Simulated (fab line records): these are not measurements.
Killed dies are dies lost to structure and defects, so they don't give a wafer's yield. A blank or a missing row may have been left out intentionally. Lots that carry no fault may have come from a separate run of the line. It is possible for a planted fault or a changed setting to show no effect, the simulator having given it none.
One fault seen from 2 desks :: flow sky130 :: numbers are kept per desk, each desk with only its own; the story behind them comes last

== DESK OF THE TOOL OWNER: litho-track-01 ==
Per lot that ran on this tool, the mean of the sampled wafers carrying a number, from the tool's own readings at SKY_LI_CONTACT_SOFTBAKE_08 (time 90 s). If a lot's mean is further than 4 standard deviations from the usual mean, the lot is out of limits and carries the mark OUT (the distance appears in the brackets).
Columns: A = exhaust-pa at SKY_LI_CONTACT_SOFTBAKE_08, usual 45.1 Pa; B = heater-power-total-W at SKY_LI_CONTACT_SOFTBAKE_08, usual 57.36 W; C = run-length-s at SKY_LI_CONTACT_SOFTBAKE_08, usual 119.29 s
lot: L318
first seen here: day 28 09:00
A: 44.3
B: 57.36
C: 119.34

lot: L324
first seen here: day 33 16:00
A: 45.1
B: 57.49
C: 119.29

lot: L332
first seen here: day 34 02:00
A: 44.8
B: 57.81 (+4.1) OUT
C: 117.11 (-9.9) OUT

lot: L331
first seen here: day 34 03:00
A: 44.6
B: 57.69
C: 117.20 (-9.5) OUT

lot: L334
first seen here: day 34 06:00
A: 43.3
B: 57.67
C: 117.11 (-9.9) OUT
This desk's verdict: out of limits on L331, L332, L334, starting with L332 at day 34 02:00 (heater-power-total-W at SKY_LI_CONTACT_SOFTBAKE_08). L318, L324: within limits.

== METROLOGY DESK ==
Lot by lot, what the gauges showed, no matter which tool ran the lot: averages of those sampled wafers that carry a number. If a lot's mean is further than 4 standard deviations from the usual mean, the lot is out of limits and carries the mark OUT (the distance appears in the brackets).
Columns: A = RES_XHIGH_TW at SKY_RES_XHIGH_TW_MEAS_09, usual 1634; B = cd-nm at SKY_SD_N_CD_MEAS_07, usual 379.8 nm
lot: L318
first seen here: day 26 12:37
A: 1644
B: 379.5

lot: L320
first seen here: day 28 07:22
A: 1625
B: 380.6

lot: L321
first seen here: day 28 08:57
A: 1648
B: 380.3

lot: L323
first seen here: day 31 22:30
A: 1635
B: 383.3

lot: L324
first seen here: day 31 23:43
A: 1633
B: 378.3

lot: L332
first seen here: day 32 09:16
A: 1638
B: 377.9

lot: L331
first seen here: day 32 10:12
A: 1639
B: 379.1

lot: L334
first seen here: day 32 10:49
A: 1632
B: 382.3

lot: L335
first seen here: day 32 11:43
A: 1635
B: 376.4

lot: L336
first seen here: day 32 14:29
A: 1638
B: 375.1

lot: L337
first seen here: day 32 21:43
A: 1636
B: 380.9

lot: L338
first seen here: day 33 01:22
A: 1641
B: 381.3

lot: L340
first seen here: day 33 12:34
A: 1634
B: 379.3

lot: L341
first seen here: day 34 01:35
A: 1635
B: 378.4
This desk found nothing out of limits on any of the 14 lots.

== BROUGHT TOGETHER ==
The tool owner's desk could have raised an alarm at day 34 02:00, on L331, L332, L334.
At the metrology desk, nothing out of limits was observed.
The metrology desk holds a record of L331, L332, L334, inside its limits.
Every lot named ran SKY_LI_CONTACT_SOFTBAKE_08 on litho-track-01.

== WHAT THE SIMULATOR HAD INSERTED ==
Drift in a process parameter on litho-track-01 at SKY_LI_CONTACT_SOFTBAKE_08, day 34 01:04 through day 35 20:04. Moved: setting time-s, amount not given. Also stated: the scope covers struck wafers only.
Shown lots that were struck: L331, L332, L334.
How many hours passed from the start of the fault until each desk's first out-of-limits reading: the tool owner's desk, 1.
